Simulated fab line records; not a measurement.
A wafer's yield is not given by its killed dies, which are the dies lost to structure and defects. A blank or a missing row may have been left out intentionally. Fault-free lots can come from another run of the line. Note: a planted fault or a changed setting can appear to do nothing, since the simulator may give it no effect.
2 desks, one fault | flow sky130 | each desk has only its own numbers; what lay behind them comes last

TOOL OWNER'S DESK, cvd w-01
The tool's own readings at SKY_VIA4_CVD_18 (deposits W, target thk 505 nm, time 152.14 s): means of the sampled wafers that have a number, for each lot that ran on this tool. If a lot's mean is further than 4 standard deviations from the usual mean, the lot is out of limits and carries the mark OUT (the distance appears in the brackets).
Columns: A = heater power w at SKY_VIA4_CVD_18, usual 842 W
lot  | first seen here | A
L431 | day 42 13:50    | 873
L432 | day 42 14:32    | 841
L441 | day 46 02:02    | 826
L453 | day 48 08:11    | 827
L454 | day 48 13:22    | 865
This desk's finding: nothing out of limits on any of the 5 lots.

THE METROLOGY DESK
What the gauges read, lot by lot, whatever tool the lot ran on: means of the sampled wafers that have a number. If a lot's mean is further than 4 standard deviations from the usual mean, the lot is out of limits and carries the mark OUT (the distance appears in the brackets).
Columns: A = LOCAL_INTERCONNECT_TIN_RS at SKY_LOCAL_INTERCONNECT_RS_MEAS_01, usual 14.19 ohm/sq; B = VIA1_HDPCVD_THK at SKY_VIA1_THK_MEAS_01, usual 1029 nm; C = VIA4_W_RS at SKY_VIA4_RS_MEAS_19, usual 0.2261 ohm/sq; D = VIA4_W_THK at SKY_VIA4_THK_MEAS_20, usual 518 nm
lot  | first seen here | A     | B    | C                        | D
L431 | day 28 22:47    | 14.18 | 1028 | 0.2297                   | 511
L432 | day 29 01:05    | 14.22 | 1031 | 0.2288                   | 510
L433 | day 29 17:13    | 14.20 | 1030 | 0.2277                   | 514
L434 | day 29 21:57    | 14.23 | 1011 | 0.2282                   | 512
L441 | day 33 06:27    | 14.33 | 1029 | 0.5702 (+99 or more) OUT | 277 (-40) OUT
L446 | day 34 12:23    | 14.15 | 1028 | 0.2234                   | 522
L447 | day 34 14:38    | 14.13 | 1042 | 0.2260                   | 520
L448 | day 34 22:28    | 14.30 | 1020 | 0.2265                   | 516
L453 | day 36 08:02    | 14.28 | 1033 | 0.2239                   | 519
L454 | day 36 11:05    | 14.13 | 1015 | 0.2281                   | 514
This desk finds L441 out of limits, with the earliest case on L441 at day 46 02:11 (VIA4_W_RS at SKY_VIA4_RS_MEAS_19). Within limits: L431, L432, L433, L434, L446, L447, L448, L453, L454.

TAKEN TOGETHER
On L441, the metrology desk was in a position to raise an alarm at day 46 02:11.
The tool owner's desk saw nothing out of limits.
The tool owner's desk has L441 on record, within its limits.
Every lot named ran SKY_VIA4_CVD_18 on cvd w-01.

WHAT THE SIMULATOR PUT IN
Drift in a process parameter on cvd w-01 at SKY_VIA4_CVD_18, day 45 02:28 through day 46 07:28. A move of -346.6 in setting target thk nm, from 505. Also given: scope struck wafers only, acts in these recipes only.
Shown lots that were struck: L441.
Per desk, hours elapsed from the start of the fault to the first reading out of limits: for the metrology desk, 24.
